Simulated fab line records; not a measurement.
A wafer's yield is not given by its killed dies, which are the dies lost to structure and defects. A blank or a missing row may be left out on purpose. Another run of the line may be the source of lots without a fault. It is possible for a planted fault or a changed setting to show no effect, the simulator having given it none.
Which of the tools did it? || flow gf180mcu || Sampling: 24 lots, 72 wafers, 6 of 602 route steps

== WHAT THE GAUGES READ, wafer by wafer ==
GF_V4_THK_MEAS_01. Usual: V4_CVD_00_THK 599 nm, standard deviation 6.4.
{"lot": "L074", "measured": "day 23 08:27", "on": "filmMetro-01", "V4_CVD_00_THK (nm)": "604 598 592", "flag": ""}
{"lot": "L075", "measured": "day 23 15:23", "on": "filmMetro-04", "V4_CVD_00_THK (nm)": "605 602 591", "flag": ""}
{"lot": "L076", "measured": "day 23 22:14", "on": "filmMetro-04", "V4_CVD_00_THK (nm)": "603 601 601", "flag": ""}
{"lot": "L077", "measured": "day 24 10:31", "on": "filmMetro-04", "V4_CVD_00_THK (nm)": "601 598 599", "flag": ""}
{"lot": "L078", "measured": "day 24 18:13", "on": "filmMetro-04", "V4_CVD_00_THK (nm)": "604 598 601", "flag": ""}
{"lot": "L079", "measured": "day 25 04:58", "on": "filmMetro-03", "V4_CVD_00_THK (nm)": "587 595 583", "flag": ""}
{"lot": "L080", "measured": "day 25 14:05", "on": "filmMetro-03", "V4_CVD_00_THK (nm)": "602 600 589", "flag": ""}
{"lot": "L081", "measured": "day 26 01:04", "on": "filmMetro-04", "V4_CVD_00_THK (nm)": "593 604 602", "flag": ""}
{"lot": "L083", "measured": "day 26 10:29", "on": "filmMetro-04", "V4_CVD_00_THK (nm)": "600 602 605", "flag": ""}
{"lot": "L082", "measured": "day 26 14:27", "on": "filmMetro-03", "V4_CVD_00_THK (nm)": "604 602 606", "flag": ""}
{"lot": "L084", "measured": "day 27 07:04", "on": "filmMetro-03", "V4_CVD_00_THK (nm)": "594 604 594", "flag": ""}
{"lot": "L085", "measured": "day 27 16:30", "on": "filmMetro-03", "V4_CVD_00_THK (nm)": "597 583 582", "flag": ""}
{"lot": "L086", "measured": "day 27 17:37", "on": "filmMetro-03", "V4_CVD_00_THK (nm)": "581 591 602", "flag": ""}
{"lot": "L087", "measured": "day 28 01:49", "on": "filmMetro-01", "V4_CVD_00_THK (nm)": "611 606 612", "flag": ""}
{"lot": "L088", "measured": "day 28 09:05", "on": "filmMetro-01", "V4_CVD_00_THK (nm)": "587 594 594", "flag": ""}
{"lot": "L089", "measured": "day 28 17:49", "on": "filmMetro-01", "V4_CVD_00_THK (nm)": "607 596 612", "flag": ""}
{"lot": "L090", "measured": "day 28 22:41", "on": "filmMetro-03", "V4_CVD_00_THK (nm)": "598 598 594", "flag": ""}
{"lot": "L091", "measured": "day 28 23:17", "on": "filmMetro-03", "V4_CVD_00_THK (nm)": "613 597 603", "flag": ""}
{"lot": "L092", "measured": "day 29 08:19", "on": "filmMetro-04", "V4_CVD_00_THK (nm)": "605 593 589", "flag": ""}
{"lot": "L093", "measured": "day 29 11:03", "on": "filmMetro-01", "V4_CVD_00_THK (nm)": "597 607 602", "flag": ""}
{"lot": "L094", "measured": "day 29 23:45", "on": "filmMetro-03", "V4_CVD_00_THK (nm)": "600 586 604", "flag": ""}
{"lot": "L095", "measured": "day 30 01:59", "on": "filmMetro-01", "V4_CVD_00_THK (nm)": "600 597 599", "flag": ""}
{"lot": "L096", "measured": "day 30 05:53", "on": "filmMetro-04", "V4_CVD_00_THK (nm)": "590 596 591", "flag": ""}
{"lot": "L097", "measured": "day 30 12:11", "on": "filmMetro-03", "V4_CVD_00_THK (nm)": "608 597 591", "flag": ""}

GF_V4_OVL_MEAS_15. Usual: V4_OVL 2 nm, standard deviation 5.9.
{"lot": "L074", "measured": "day 24 07:43", "on": "overlay-01", "V4_OVL (nm)": "2 4 3", "flag": ""}
{"lot": "L075", "measured": "day 24 14:32", "on": "overlay-02", "V4_OVL (nm)": "8 7 0", "flag": ""}
{"lot": "L076", "measured": "day 24 20:59", "on": "overlay-01", "V4_OVL (nm)": "3 6 6", "flag": ""}
{"lot": "L077", "measured": "day 25 09:10", "on": "overlay-01", "V4_OVL (nm)": "10 3 11", "flag": ""}
{"lot": "L078", "measured": "day 25 16:42", "on": "overlay-02", "V4_OVL (nm)": "5 17 -3", "flag": ""}
{"lot": "L079", "measured": "day 26 02:29", "on": "overlay-01", "V4_OVL (nm)": "1 5 6", "flag": ""}
{"lot": "L080", "measured": "day 26 11:11", "on": "overlay-01", "V4_OVL (nm)": "10 10 14", "flag": ""}
{"lot": "L081", "measured": "day 26 21:12", "on": "overlay-02", "V4_OVL (nm)": "-3 -4 -5", "flag": ""}
{"lot": "L083", "measured": "day 27 07:21", "on": "overlay-01", "V4_OVL (nm)": "4 5 1", "flag": ""}
{"lot": "L082", "measured": "day 27 12:08", "on": "overlay-02", "V4_OVL (nm)": "10 -1 6", "flag": ""}
{"lot": "L084", "measured": "day 28 03:30", "on": "overlay-01", "V4_OVL (nm)": "-2 4 -4", "flag": ""}
{"lot": "L085", "measured": "day 28 12:38", "on": "overlay-02", "V4_OVL (nm)": "-6 -3 2", "flag": ""}
{"lot": "L086", "measured": "day 28 13:55", "on": "overlay-02", "V4_OVL (nm)": "0 5 7", "flag": ""}
{"lot": "L087", "measured": "day 28 21:51", "on": "overlay-01", "V4_OVL (nm)": "-6 -2 -17", "flag": ""}
{"lot": "L088", "measured": "day 29 05:12", "on": "overlay-01", "V4_OVL (nm)": "6 7 12", "flag": ""}
{"lot": "L089", "measured": "day 29 13:31", "on": "overlay-02", "V4_OVL (nm)": "7 11 12", "flag": ""}
{"lot": "L090", "measured": "day 29 18:02", "on": "overlay-01", "V4_OVL (nm)": "3 0 0", "flag": ""}
{"lot": "L091", "measured": "day 29 18:23", "on": "overlay-02", "V4_OVL (nm)": "-4 -11 -14", "flag": ""}
{"lot": "L092", "measured": "day 30 03:50", "on": "overlay-01", "V4_OVL (nm)": "1 -2 -5", "flag": ""}
{"lot": "L093", "measured": "day 30 05:54", "on": "overlay-01", "V4_OVL (nm)": "-6 -2 -6", "flag": ""}
{"lot": "L094", "measured": "day 30 18:24", "on": "overlay-02", "V4_OVL (nm)": "4 3 -6", "flag": ""}
{"lot": "L095", "measured": "day 30 20:38", "on": "overlay-01", "V4_OVL (nm)": "-3 -3 -10", "flag": ""}
{"lot": "L096", "measured": "day 31 00:52", "on": "overlay-02", "V4_OVL (nm)": "6 5 3", "flag": ""}
{"lot": "L097", "measured": "day 31 06:52", "on": "overlay-01", "V4_OVL (nm)": "-1 10 -2", "flag": ""}

GF_TOP_METAL_THK_MEAS_06: measures by xrf. Usual: TOP_METAL_ALCU_THK 918 nm, standard deviation 12.
{"lot": "L074", "measured": "day 27 05:45", "on": "filmMetro-03", "TOP_METAL_ALCU_THK (nm)": "936 912 930", "flag": ""}
{"lot": "L075", "measured": "day 27 11:13", "on": "filmMetro-03", "TOP_METAL_ALCU_THK (nm)": "922 922 899", "flag": ""}
{"lot": "L076", "measured": "day 27 16:31", "on": "filmMetro-01", "TOP_METAL_ALCU_THK (nm)": "940 927 917", "flag": ""}
{"lot": "L077", "measured": "day 28 05:11", "on": "filmMetro-03", "TOP_METAL_ALCU_THK (nm)": "922 918 927", "flag": ""}
{"lot": "L078", "measured": "day 28 11:28", "on": "filmMetro-03", "TOP_METAL_ALCU_THK (nm)": "909 917 896", "flag": ""}
{"lot": "L079", "measured": "day 28 20:06", "on": "filmMetro-03", "TOP_METAL_ALCU_THK (nm)": "908 908 916", "flag": ""}
{"lot": "L080", "measured": "day 29 05:01", "on": "filmMetro-02", "TOP_METAL_ALCU_THK (nm)": "890 910 897", "flag": ""}
{"lot": "L081", "measured": "day 29 14:32", "on": "filmMetro-02", "TOP_METAL_ALCU_THK (nm)": "917 912 931", "flag": ""}
{"lot": "L083", "measured": "day 29 21:40", "on": "filmMetro-01", "TOP_METAL_ALCU_THK (nm)": "933 926 915", "flag": ""}
{"lot": "L082", "measured": "day 30 03:07", "on": "filmMetro-03", "TOP_METAL_ALCU_THK (nm)": "918 934 929", "flag": ""}
{"lot": "L084", "measured": "day 30 16:37", "on": "filmMetro-02", "TOP_METAL_ALCU_THK (nm)": "885 914 907", "flag": ""}
{"lot": "L085", "measured": "day 31 02:30", "on": "filmMetro-03", "TOP_METAL_ALCU_THK (nm)": "926 934 917", "flag": ""}
{"lot": "L086", "measured": "day 31 02:30", "on": "filmMetro-02", "TOP_METAL_ALCU_THK (nm)": "921 921 907", "flag": ""}
{"lot": "L087", "measured": "day 31 10:54", "on": "filmMetro-03", "TOP_METAL_ALCU_THK (nm)": "910 929 935", "flag": ""}
{"lot": "L088", "measured": "day 31 16:47", "on": "filmMetro-01", "TOP_METAL_ALCU_THK (nm)": "923 938 944", "flag": ""}
{"lot": "L089", "measured": "day 32 00:40", "on": "filmMetro-01", "TOP_METAL_ALCU_THK (nm)": "909 916 909", "flag": ""}
{"lot": "L090", "measured": "day 32 04:35", "on": "filmMetro-02", "TOP_METAL_ALCU_THK (nm)": "909 915 899", "flag": ""}
{"lot": "L091", "measured": "day 32 05:52", "on": "filmMetro-01", "TOP_METAL_ALCU_THK (nm)": "930 945 951", "flag": ""}
{"lot": "L092", "measured": "day 32 14:20", "on": "filmMetro-01", "TOP_METAL_ALCU_THK (nm)": "909 918 922", "flag": ""}
{"lot": "L093", "measured": "day 32 15:57", "on": "filmMetro-03", "TOP_METAL_ALCU_THK (nm)": "907 909 918", "flag": ""}
{"lot": "L094", "measured": "day 33 03:28", "on": "filmMetro-03", "TOP_METAL_ALCU_THK (nm)": "923 920 934", "flag": ""}
{"lot": "L095", "measured": "day 33 05:14", "on": "filmMetro-02", "TOP_METAL_ALCU_THK (nm)": "905 904 899", "flag": ""}
{"lot": "L096", "measured": "day 33 09:25", "on": "filmMetro-01", "TOP_METAL_ALCU_THK (nm)": "924 921 928", "flag": ""}
{"lot": "L097", "measured": "day 33 13:39", "on": "filmMetro-03", "TOP_METAL_ALCU_THK (nm)": "923 919 924", "flag": ""}

== EACH LOT AND THE TOOL THAT RAN IT (in order: tool; ch and the chambers of the sampled wafers; start) ==
{"lot": "L074", "GF_V1_ETCH_17": "rieDiel-03 ch 0,2, day 20 04:26 or earlier", "GF_V2_CMP_26": "cmp-01 ch 1,3, day 20 04:26", "GF_V3_CVD_02": "pecvd-04 ch 0,1,2, day 21 06:03"}
{"lot": "L075", "GF_V1_ETCH_17": "rieDiel-03 ch 1,2, day 20 13:10 or earlier", "GF_V2_CMP_26": "cmp-01 ch 0,3, day 20 13:10", "GF_V3_CVD_02": "pecvd-01 ch 0,1,2, day 21 14:23"}
{"lot": "L076", "GF_V1_ETCH_17": "rieDiel-04 ch 0,2,3, day 20 20:01 or earlier", "GF_V2_CMP_26": "cmp-01 ch 0,1,3, day 20 20:01", "GF_V3_CVD_02": "pecvd-04 ch 1,2, day 21 21:03"}
{"lot": "L077", "GF_V1_ETCH_17": "rieDiel-03 ch 0,1,3, day 21 08:14 or earlier", "GF_V2_CMP_26": "cmp-01 ch 1,3, day 21 08:14", "GF_V3_CVD_02": "pecvd-02 ch 1,2, day 22 09:15"}
{"lot": "L078", "GF_V1_ETCH_17": "rieDiel-04 ch 1,2,3, day 21 17:35 or earlier", "GF_V2_CMP_26": "cmp-01 ch 0,2, day 21 17:35", "GF_V3_CVD_02": "pecvd-01 ch 0,2, day 22 18:19"}
{"lot": "L079", "GF_V1_ETCH_17": "rieDiel-01 ch 0,1,3, day 22 05:11 or earlier", "GF_V2_CMP_26": "cmp-02 ch 0,1,2, day 22 05:11", "GF_V3_CVD_02": "pecvd-04 ch 1,2, day 23 06:08"}
{"lot": "L080", "GF_V1_ETCH_17": "rieDiel-03 ch 0,1,3, day 22 15:14 or earlier", "GF_V2_CMP_26": "cmp-01 ch 1,2,3, day 22 15:14", "GF_V3_CVD_02": "pecvd-04 ch 0,1,2, day 23 15:04"}
{"lot": "L081", "GF_V1_ETCH_17": "rieDiel-01 ch 0,2, day 23 02:32 or earlier", "GF_V2_CMP_26": "cmp-01 ch 2,3, day 23 02:32", "GF_V3_CVD_02": "pecvd-04 ch 0,2, day 24 02:23"}
{"lot": "L083", "GF_V1_ETCH_17": "rieDiel-03 ch 0,3, day 23 12:11 or earlier", "GF_V2_CMP_26": "cmp-01 ch 1,2, day 23 12:11", "GF_V3_CVD_02": "pecvd-01 ch 0,2, day 24 12:03"}
{"lot": "L082", "GF_V1_ETCH_17": "rieDiel-03 ch 0,3, day 23 17:11 or earlier", "GF_V2_CMP_26": "cmp-01 ch 1,2,3, day 23 17:11", "GF_V3_CVD_02": "pecvd-02 ch 0,1, day 24 16:28"}
{"lot": "L084", "GF_V1_ETCH_17": "rieDiel-04 ch 0,1,3, day 24 11:34 or earlier", "GF_V2_CMP_26": "cmp-01 ch 0,1, day 24 11:34", "GF_V3_CVD_02": "pecvd-04 ch 0,1, day 25 10:22"}
{"lot": "L085", "GF_V1_ETCH_17": "rieDiel-01 ch 1,3, day 24 20:47 or earlier", "GF_V2_CMP_26": "cmp-01 ch 0,1,2, day 24 20:47", "GF_V3_CVD_02": "pecvd-04 ch 0,1,2, day 25 20:22"}
{"lot": "L086", "GF_V1_ETCH_17": "rieDiel-04 ch 0,3, day 24 23:11 or earlier", "GF_V2_CMP_26": "cmp-01 ch 0,1,2, day 24 23:11", "GF_V3_CVD_02": "pecvd-04 ch 0,1, day 25 21:19"}
{"lot": "L087", "GF_V1_ETCH_17": "rieDiel-01 ch 1,3, day 25 07:26 or earlier", "GF_V2_CMP_26": "cmp-01 ch 0,2,3, day 25 07:26", "GF_V3_CVD_02": "pecvd-02 ch 0,1, day 26 05:33"}
{"lot": "L088", "GF_V1_ETCH_17": "rieDiel-01 ch 0,1,3, day 25 14:59 or earlier", "GF_V2_CMP_26": "cmp-02 ch 0,2,3, day 25 14:59", "GF_V3_CVD_02": "pecvd-04 ch 0,1,2, day 26 13:34"}
{"lot": "L089", "GF_V1_ETCH_17": "rieDiel-01 ch 0,2, day 26 01:34 or earlier", "GF_V2_CMP_26": "cmp-01 ch 0,2, day 26 01:34", "GF_V3_CVD_02": "pecvd-02 ch 0,2, day 26 23:07"}
{"lot": "L090", "GF_V1_ETCH_17": "rieDiel-03 ch 0,2,3, day 26 06:08 or earlier", "GF_V2_CMP_26": "cmp-01 ch 0,1, day 26 06:08", "GF_V3_CVD_02": "pecvd-04 ch 0,1,2, day 27 04:40"}
{"lot": "L091", "GF_V1_ETCH_17": "rieDiel-01 ch 0,3, day 26 07:16 or earlier", "GF_V2_CMP_26": "cmp-01 ch 0,2, day 26 07:16", "GF_V3_CVD_02": "pecvd-02 ch 0,1, day 27 05:13"}
{"lot": "L092", "GF_V1_ETCH_17": "rieDiel-01 ch 0,2,3, day 26 16:05 or earlier", "GF_V2_CMP_26": "cmp-01 ch 0,1, day 26 16:05", "GF_V3_CVD_02": "pecvd-01 ch 0,1,2, day 27 14:10"}
{"lot": "L093", "GF_V1_ETCH_17": "rieDiel-01 ch 1,2,3, day 26 18:56 or earlier", "GF_V2_CMP_26": "cmp-02 ch 0,1,2, day 26 18:56", "GF_V3_CVD_02": "pecvd-01 ch 0,1, day 27 16:44"}
{"lot": "L094", "GF_V1_ETCH_17": "rieDiel-01 ch 0,3, day 27 09:28 or earlier", "GF_V2_CMP_26": "cmp-02 ch 0,1, day 27 09:28", "GF_V3_CVD_02": "pecvd-02 ch 0,2, day 28 07:07"}
{"lot": "L095", "GF_V1_ETCH_17": "rieDiel-03 ch 1,2,3, day 27 11:13 or earlier", "GF_V2_CMP_26": "cmp-01 ch 1,2,3, day 27 11:13", "GF_V3_CVD_02": "pecvd-01 ch 0,1, day 28 08:37"}
{"lot": "L096", "GF_V1_ETCH_17": "rieDiel-04 ch 1,3, day 27 16:21 or earlier", "GF_V2_CMP_26": "cmp-01 ch 0,3, day 27 16:21", "GF_V3_CVD_02": "pecvd-01 ch 0,2, day 28 13:34"}
{"lot": "L097", "GF_V1_ETCH_17": "rieDiel-04 ch 0,2,3, day 28 00:38 or earlier", "GF_V2_CMP_26": "cmp-01 ch 0,3, day 28 00:38", "GF_V3_CVD_02": "pecvd-02 ch 0,1,2, day 28 21:13"}
- GF_V1_ETCH_17: etches SiO2 in C4F8/O2/Ar, stops on TiN, target depth 630 nm.
- GF_V2_CMP_26: polishes, stops on SiO2, t overpolish 15 s, target thk 0 nm.
- GF_V3_CVD_02: deposits SiO2 from TEOS, target thk 850 nm, time 94.851 s.

== WHAT THE TOOLS THEMSELVES READ (means of the sampled wafers that have a number; where no wafer has one, the mark that the record gives instead) ==
GF_V1_ETCH_17. Usual: oesProductAu at 0.855 a.u., with a standard deviation of 0.0044.
{"lot": "L074", "tool": "rieDiel-03", "oesProductAu (a.u.)": 0.851, "flag": ""}
{"lot": "L075", "tool": "rieDiel-03", "oesProductAu (a.u.)": 0.857, "flag": ""}
{"lot": "L076", "tool": "rieDiel-04", "oesProductAu (a.u.)": 0.859, "flag": ""}
{"lot": "L077", "tool": "rieDiel-03", "oesProductAu (a.u.)": 0.857, "flag": ""}
{"lot": "L078", "tool": "rieDiel-04", "oesProductAu (a.u.)": 0.856, "flag": ""}
{"lot": "L079", "tool": "rieDiel-01", "oesProductAu (a.u.)": 0.849, "flag": ""}
{"lot": "L080", "tool": "rieDiel-03", "oesProductAu (a.u.)": 0.856, "flag": ""}
{"lot": "L081", "tool": "rieDiel-01", "oesProductAu (a.u.)": 0.854, "flag": ""}
{"lot": "L083", "tool": "rieDiel-03", "oesProductAu (a.u.)": 0.857, "flag": ""}
{"lot": "L082", "tool": "rieDiel-03", "oesProductAu (a.u.)": 0.854, "flag": ""}
{"lot": "L084", "tool": "rieDiel-04", "oesProductAu (a.u.)": 0.856, "flag": ""}
{"lot": "L085", "tool": "rieDiel-01", "oesProductAu (a.u.)": 0.854, "flag": ""}
{"lot": "L086", "tool": "rieDiel-04", "oesProductAu (a.u.)": 0.854, "flag": ""}
{"lot": "L087", "tool": "rieDiel-01", "oesProductAu (a.u.)": 0.855, "flag": ""}
{"lot": "L088", "tool": "rieDiel-01", "oesProductAu (a.u.)": 0.857, "flag": ""}
{"lot": "L089", "tool": "rieDiel-01", "oesProductAu (a.u.)": 0.852, "flag": ""}
{"lot": "L090", "tool": "rieDiel-03", "oesProductAu (a.u.)": 0.857, "flag": ""}
{"lot": "L091", "tool": "rieDiel-01", "oesProductAu (a.u.)": 0.851, "flag": ""}
{"lot": "L092", "tool": "rieDiel-01", "oesProductAu (a.u.)": 0.861, "flag": ""}
{"lot": "L093", "tool": "rieDiel-01", "oesProductAu (a.u.)": 0.855, "flag": ""}
{"lot": "L094", "tool": "rieDiel-01", "oesProductAu (a.u.)": 0.853, "flag": ""}
{"lot": "L095", "tool": "rieDiel-03", "oesProductAu (a.u.)": 0.858, "flag": ""}
{"lot": "L096", "tool": "rieDiel-04", "oesProductAu (a.u.)": 0.857, "flag": ""}
{"lot": "L097", "tool": "rieDiel-04", "oesProductAu (a.u.)": 0.860, "flag": ""}

GF_V2_CMP_26. Usual: motorCurrentA 11.0 A, standard deviation 0.93; overpolishRunS 15.000 s, standard deviation 0.0092; timeToEndpointS 82.7 s, standard deviation 2.6.
{"lot": "L074", "tool": "cmp-01", "motorCurrentA (A)": 11.3, "overpolishRunS (s)": 15.009, "timeToEndpointS (s)": 83.7, "flag": ""}
{"lot": "L075", "tool": "cmp-01", "motorCurrentA (A)": 11.6, "overpolishRunS (s)": 14.998, "timeToEndpointS (s)": 84.8, "flag": ""}
{"lot": "L076", "tool": "cmp-01", "motorCurrentA (A)": 11.0, "overpolishRunS (s)": 14.999, "timeToEndpointS (s)": 83.5, "flag": ""}
{"lot": "L077", "tool": "cmp-01", "motorCurrentA (A)": 11.7, "overpolishRunS (s)": 15.004, "timeToEndpointS (s)": 83.4, "flag": ""}
{"lot": "L078", "tool": "cmp-01", "motorCurrentA (A)": 10.3, "overpolishRunS (s)": 15.004, "timeToEndpointS (s)": 84.9, "flag": ""}
{"lot": "L079", "tool": "cmp-02", "motorCurrentA (A)": 12.2, "overpolishRunS (s)": 15.003, "timeToEndpointS (s)": 78.4, "flag": ""}
{"lot": "L080", "tool": "cmp-01", "motorCurrentA (A)": 10.8, "overpolishRunS (s)": 15.001, "timeToEndpointS (s)": 80.6, "flag": ""}
{"lot": "L081", "tool": "cmp-01", "motorCurrentA (A)": 11.2, "overpolishRunS (s)": 14.991, "timeToEndpointS (s)": 79.9, "flag": ""}
{"lot": "L083", "tool": "cmp-01", "motorCurrentA (A)": 10.4, "overpolishRunS (s)": 15.001, "timeToEndpointS (s)": 82.2, "flag": ""}
{"lot": "L082", "tool": "cmp-01", "motorCurrentA (A)": 10.6, "overpolishRunS (s)": 15.003, "timeToEndpointS (s)": 82.2, "flag": ""}
{"lot": "L084", "tool": "cmp-01", "motorCurrentA (A)": 10.6, "overpolishRunS (s)": 14.999, "timeToEndpointS (s)": 79.5, "flag": ""}
{"lot": "L085", "tool": "cmp-01", "motorCurrentA (A)": 10.5, "overpolishRunS (s)": 15.003, "timeToEndpointS (s)": 79.6, "flag": ""}
{"lot": "L086", "tool": "cmp-01", "motorCurrentA (A)": 10.1, "overpolishRunS (s)": 15.002, "timeToEndpointS (s)": 84.0, "flag": ""}
{"lot": "L087", "tool": "cmp-01", "motorCurrentA (A)": 10.8, "overpolishRunS (s)": 15.002, "timeToEndpointS (s)": 80.4, "flag": ""}
{"lot": "L088", "tool": "cmp-02", "motorCurrentA (A)": 12.5, "overpolishRunS (s)": 14.997, "timeToEndpointS (s)": 85.9, "flag": ""}
{"lot": "L089", "tool": "cmp-01", "motorCurrentA (A)": 10.0, "overpolishRunS (s)": 14.998, "timeToEndpointS (s)": 81.8, "flag": ""}
{"lot": "L090", "tool": "cmp-01", "motorCurrentA (A)": 10.2, "overpolishRunS (s)": 14.998, "timeToEndpointS (s)": 80.3, "flag": ""}
{"lot": "L091", "tool": "cmp-01", "motorCurrentA (A)": 10.1, "overpolishRunS (s)": 15.001, "timeToEndpointS (s)": 84.7, "flag": ""}
{"lot": "L092", "tool": "cmp-01", "motorCurrentA (A)": 10.6, "overpolishRunS (s)": 15.003, "timeToEndpointS (s)": 83.2, "flag": ""}
{"lot": "L093", "tool": "cmp-02", "motorCurrentA (A)": 12.0, "overpolishRunS (s)": 14.994, "timeToEndpointS (s)": 83.0, "flag": ""}
{"lot": "L094", "tool": "cmp-02", "motorCurrentA (A)": 12.2, "overpolishRunS (s)": 15.005, "timeToEndpointS (s)": 80.7, "flag": ""}
{"lot": "L095", "tool": "cmp-01", "motorCurrentA (A)": 10.8, "overpolishRunS (s)": 15.007, "timeToEndpointS (s)": 83.6, "flag": ""}
{"lot": "L096", "tool": "cmp-01", "motorCurrentA (A)": 11.1, "overpolishRunS (s)": 15.004, "timeToEndpointS (s)": 83.8, "flag": ""}
{"lot": "L097", "tool": "cmp-01", "motorCurrentA (A)": 11.3, "overpolishRunS (s)": 15.003, "timeToEndpointS (s)": 87.0, "flag": ""}

GF_V3_CVD_02. Usual: heaterPowerW at 732 W, with a standard deviation of 84.
{"lot": "L074", "tool": "pecvd-04", "heaterPowerW (W)": 709, "flag": ""}
{"lot": "L075", "tool": "pecvd-01", "heaterPowerW (W)": 840, "flag": ""}
{"lot": "L076", "tool": "pecvd-04", "heaterPowerW (W)": 732, "flag": ""}
{"lot": "L077", "tool": "pecvd-02", "heaterPowerW (W)": 647, "flag": ""}
{"lot": "L078", "tool": "pecvd-01", "heaterPowerW (W)": 785, "flag": ""}
{"lot": "L079", "tool": "pecvd-04", "heaterPowerW (W)": 730, "flag": ""}
{"lot": "L080", "tool": "pecvd-04", "heaterPowerW (W)": 710, "flag": ""}
{"lot": "L081", "tool": "pecvd-04", "heaterPowerW (W)": 682, "flag": ""}
{"lot": "L083", "tool": "pecvd-01", "heaterPowerW (W)": 843, "flag": ""}
{"lot": "L082", "tool": "pecvd-02", "heaterPowerW (W)": 715, "flag": ""}
{"lot": "L084", "tool": "pecvd-04", "heaterPowerW (W)": 687, "flag": ""}
{"lot": "L085", "tool": "pecvd-04", "heaterPowerW (W)": 721, "flag": ""}
{"lot": "L086", "tool": "pecvd-04", "heaterPowerW (W)": 691, "flag": ""}
{"lot": "L087", "tool": "pecvd-02", "heaterPowerW (W)": 685, "flag": ""}
{"lot": "L088", "tool": "pecvd-04", "heaterPowerW (W)": 724, "flag": ""}
{"lot": "L089", "tool": "pecvd-02", "heaterPowerW (W)": 753, "flag": ""}
{"lot": "L090", "tool": "pecvd-04", "heaterPowerW (W)": 752, "flag": ""}
{"lot": "L091", "tool": "pecvd-02", "heaterPowerW (W)": 638, "flag": ""}
{"lot": "L092", "tool": "pecvd-01", "heaterPowerW (W)": 766, "flag": ""}
{"lot": "L093", "tool": "pecvd-01", "heaterPowerW (W)": 793, "flag": ""}
{"lot": "L094", "tool": "pecvd-02", "heaterPowerW (W)": 718, "flag": ""}
{"lot": "L095", "tool": "pecvd-01", "heaterPowerW (W)": 760, "flag": ""}
{"lot": "L096", "tool": "pecvd-01", "heaterPowerW (W)": 906, "flag": ""}
{"lot": "L097", "tool": "pecvd-02", "heaterPowerW (W)": 688, "flag": ""}

== THE ANSWER, worked out from the rows above alone ==
Rule: a lot counts as off when the mean over its wafers that have a number is more than 3 standard deviations away from the usual mean. Also off: a lot with no number at a reading for which 4 or more lots have one. All remaining lots with rows at the step are treated as sound. The gauges are gone through in route order, then the tools' own readings, and for those a lot's mean is taken as printed above. The first step at which some lot is off is used, and at that step the reading that is off furthest; a lot without a number counts as furthest.
No lot is off on any of the readings shown, so nothing can be concluded from this.

== WHAT THE SIMULATOR PUT IN ==
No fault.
